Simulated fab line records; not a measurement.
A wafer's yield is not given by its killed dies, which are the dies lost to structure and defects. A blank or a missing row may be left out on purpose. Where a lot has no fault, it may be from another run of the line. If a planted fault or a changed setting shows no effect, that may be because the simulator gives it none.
Which tool did it?    flow sfq_line    Sampling: 14 lots, 41 wafers, 3 of 325 route steps

WHAT THE GAUGES READ, wafer by wafer
The record lacks any reading of a measuring or inspecting step that a usual standard deviation could be used to judge.

EACH LOT AND THE TOOL THAT RAN IT (in order: tool; ch and the chambers of the sampled wafers; start)
lot   SFQ_TRILAYER_I1_CMP_CMP_046    SFQ_TRILAYER_I1_METRO_MEASURE_047  SFQ_TRILAYER_I1_VIA_ETCH_VIA_ETCH_052
L333  cmp-02 ch 1,2,3, day 23 04:20  film_metro-01, day 23 07:28        rie_diel-04 ch 0,1,2, day 29 23:28
L335  cmp-02 ch 0,1, day 23 10:20    film_metro-01, day 23 13:40        rie_diel-03 ch 0,3, day 30 05:28
L336  cmp-02 ch 0,1,3, day 23 20:20  film_metro-02, day 23 22:52        rie_diel-01 ch 1,2,3, day 30 16:16
L337  cmp-02 ch 0,1,3, day 24 14:34  film_metro-01, day 24 17:11        rie_diel-04 ch 0,2, day 31 04:16
L338  cmp-02 ch 0,1,2, day 25 08:34  film_metro-04, day 25 11:11        rie_diel-04 ch 0,1, day 31 18:47
L339  cmp-02 ch 0,3, day 25 11:04    film_metro-04, day 25 14:11        rie_diel-01 ch 2,3, day 31 22:23
L340  cmp-02 ch 0,1,2, day 26 06:17  film_metro-04, day 26 08:54        rie_diel-01 ch 0,2,3, day 32 23:49
L342  cmp-02 ch 2,3, day 26 11:47    film_metro-04, day 26 15:18        rie_diel-04 ch 0,3, day 33 09:32
L343  cmp-02 ch 1,2, day 26 18:23    film_metro-02, day 26 20:37        rie_diel-03 ch 0,2, day 33 11:59
L344  cmp-01 ch 0,1,3, day 26 19:05  film_metro-04, day 26 21:25        rie_diel-04 ch 0,3, day 33 13:08
L351  cmp-01 ch 0,1, day 27 12:05    film_metro-01, day 27 15:13        rie_diel-03 ch 0,1,2, day 34 03:40
L353  cmp-01 ch 0,3, day 27 15:35    film_metro-04, day 27 18:13        rie_diel-04 ch 0,1, day 34 07:16
L355  cmp-01 ch 0,1,2, day 27 18:35  film_metro-02, day 27 21:13        rie_diel-03 ch 0,1,3, day 34 10:52
L356  cmp-01 ch 0,3, day 27 21:05    film_metro-01, day 28 00:25        rie_diel-04 ch 0,1, day 34 13:17
- SFQ_TRILAYER_I1_CMP_CMP_046: polishes SiO2.
- SFQ_TRILAYER_I1_METRO_MEASURE_047
- SFQ_TRILAYER_I1_VIA_ETCH_VIA_ETCH_052: etches SiO2 in CHF3, stops on Nb, target depth 260 nm.

AS READ BY THE TOOLS THEMSELVES (means over the sampled wafers that have a number; for cases with no such wafer, the mark the record gives instead)
SFQ_TRILAYER_I1_CMP_CMP_046. Usual: motor_current_A 10.4 A, standard deviation 1.4; time_to_endpoint_s 215 s, standard deviation 7.7.
lot   tool    motor_current_A (A)  time_to_endpoint_s (s)  flag
L333  cmp-02  11.3                 216                     
L335  cmp-02  10.2                 221                     
L336  cmp-02  10.7                 214                     
L337  cmp-02  10.6                 225                     
L338  cmp-02  10.8                 217                     
L339  cmp-02  9.3                  216                     
L340  cmp-02  10.9                 224                     
L342  cmp-02  9.9                  214                     
L343  cmp-02  11.6                 220                     
L344  cmp-01  10.0                 208                     
L351  cmp-01  10.8                 209                     
L353  cmp-01  9.7                  211                     
L355  cmp-01  10.2                 211                     
L356  cmp-01  9.6                  210                     

SFQ_TRILAYER_I1_METRO_MEASURE_047. Usual: thk_nm 199.8 nm, standard deviation 1.1.
lot   tool           thk_nm (nm)  flag
L333  film_metro-01  198.7        
L335  film_metro-01  198.7        
L336  film_metro-02  199.7        
L337  film_metro-01  200.9        
L338  film_metro-04  201.1        
L339  film_metro-04  200.8        
L340  film_metro-04  200.2        
L342  film_metro-04  204.6        OFF
L343  film_metro-02  208.4        OFF
L344  film_metro-04  199.2        
L351  film_metro-01  199.0        
L353  film_metro-04  198.4        
L355  film_metro-02  200.9        
L356  film_metro-01  199.6        

SFQ_TRILAYER_I1_VIA_ETCH_VIA_ETCH_052. Usual: drypump_motor_current_A 5.7 A, standard deviation 0.53; oes_product_au 0.854 a.u., standard deviation 0.005.
lot   tool         drypump_motor_current_A (A)  oes_product_au (a.u.)  flag
L333  rie_diel-04  5.4                          0.855                  
L335  rie_diel-03  5.3                          0.850                  
L336  rie_diel-01  5.9                          0.859                  
L337  rie_diel-04  5.4                          0.855                  
L338  rie_diel-04  5.5                          0.860                  
L339  rie_diel-01  5.8                          0.860                  
L340  rie_diel-01  5.9                          0.850                  
L342  rie_diel-04  5.8                          0.865                  
L343  rie_diel-03  6.1                          0.875                  OFF
L344  rie_diel-04  6.0                          0.854                  
L351  rie_diel-03  5.7                          0.852                  
L353  rie_diel-04  5.6                          0.853                  
L355  rie_diel-03  5.4                          0.855                  
L356  rie_diel-04  5.6                          0.850                  

THE ANSWER, worked out from the rows above alone
Rule: a lot is off if the mean of its wafers that have a number lies more than 3 standard deviations from the usual mean. Also off: a lot with no number at a reading for which 4 or more lots have one. The other lots that the step has rows for count as sound. Order of review: gauges by route order, followed by the tools' own readings, for which a lot's mean as printed above is used. The first step at which some lot is off is used, and at that step the reading that is off furthest; a lot without a number counts as furthest.
Off at SFQ_TRILAYER_I1_METRO_MEASURE_047 (thk_nm): L342, L343.
A tool fits if, at that step or a process step before it, it ran every lot that is off, and no sound lot after the first of them. One candidate fits, namely cmp-02 at SFQ_TRILAYER_I1_CMP_CMP_046. Its last sound lot is L340 (day 26 06:17), its first lot that is off L342 (day 26 11:47): a fault that began between those two fits.

WHAT THE SIMULATOR HAD PUT IN
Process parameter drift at SFQ_TRILAYER_I1_CMP_CMP_046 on cmp-02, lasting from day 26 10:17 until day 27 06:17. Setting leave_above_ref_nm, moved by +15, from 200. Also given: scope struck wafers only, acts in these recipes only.
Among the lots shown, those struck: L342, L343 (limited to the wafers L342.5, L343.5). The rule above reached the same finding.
